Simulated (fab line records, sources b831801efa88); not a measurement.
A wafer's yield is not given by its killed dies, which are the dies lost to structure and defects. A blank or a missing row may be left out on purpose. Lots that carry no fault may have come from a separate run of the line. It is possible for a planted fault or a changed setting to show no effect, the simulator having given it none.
Problem report, 8D (eight disciplines) form, completed by code ; flow gf180mcu ; the parts of the form that need people (team, actions taken, sign-off) are left out

1. WHAT WENT WRONG
HV_LDD_OVL at GF_HV_LDD_OVL_MEAS_08 reads a mean of 60.0 nm on 6 wafers of 2 lots; wafers without a fault read -1.5 nm with a standard deviation of 1.6. That puts it +38 standard deviations away from the usual mean.
Earliest sighting: wafer L544.1 on overlay-02 at day 10 23:26. The record holds 39 wafers of 13 lots with a number at this step. Rule for "out", or "out of limits": more than 4 standard deviations from the usual mean. The other wafers with a number count as sound.

2. WHAT IT IS, AND WHAT IT ISN'T
question;is;is not
which readings at this step;HV_LDD_OVL;-
which lots;L544, L548;L541, L543, L545, L546, L553, L554, L556, L559, L561, L562, L564
which wafers of those lots;all that have a number;-
read on which gauges;overlay-02;overlay-01
when;from day 10 23:26;"up to then (6 sound wafers); but 27 sound wafers of L545, L546, L553, L554, L556, L559, L561, L562, L564 came after"

3. SUSPECTS, AND WHAT RULES EACH OUT
Counting: any tool at a process step up to the reading is kept as a suspect provided that every lot that is out went through it and no sound lot did after the first of them.
- the gauge at GF_HV_LDD_OVL_MEAS_08: kept. All the wafers that are out were read on overlay-02, and no step on other tools shows them out.
- plasma asher-03 at GF_VT_IMPLANT_STRIP_31 (strips in O2/N2): ruled out as a lasting fault. Following L544 (day 7 17:50), the first lot on it that is out, the sound lots L553, L564 were run on it.
- iline stepper-01 at GF_HV_LDD_EXPOSE_04 (exposes mask Nplus LV AREA, target cd 400 nm): kept. All lots that are out passed through it, beginning with L544 at day 10 13:50, and no sound lot followed; its final sound lot before that point was L541 at day 9 17:57.
Remaining after the count are iline stepper-01 at GF_HV_LDD_EXPOSE_04 and overlay-02 at GF_HV_LDD_OVL_MEAS_08.

4. THE CAUSE (what the simulator had put in)
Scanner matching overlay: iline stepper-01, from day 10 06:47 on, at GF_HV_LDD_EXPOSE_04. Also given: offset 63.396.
Counting leaves 2 suspects; this tool is one of them.

5. SEQUENCE OF EFFECTS, ordered by route
Each row: a reading whose mean over the struck wafers that have a number lies more than 3 standard deviations from the usual. Only readings for which the record gives a usual standard deviation are gone through. hours: the time from each lot's start at the first step in this table that gives one to its start at this step, as a median over the lots. sigmas: the change in usual standard deviations.
hours;step;reading;usual;on struck wafers;change;sigmas
0;GF_HV_LDD_OVL_MEAS_08;HV_LDD_OVL;-1.5 nm;60.0;+61.5;+38

6. HOW IT WOULD HAVE BEEN CAUGHT EARLIER
Counted from the fault's start at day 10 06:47, it took 17 hours until the first out-of-limits reading at a measuring or inspecting step in this record, taken at day 10 23:26.
Of the lots that are out (2), L548 began GF_HV_LDD_EXPOSE_04 on iline stepper-01 after day 10 23:26. It would have been spared by a hold on the tool at that moment.
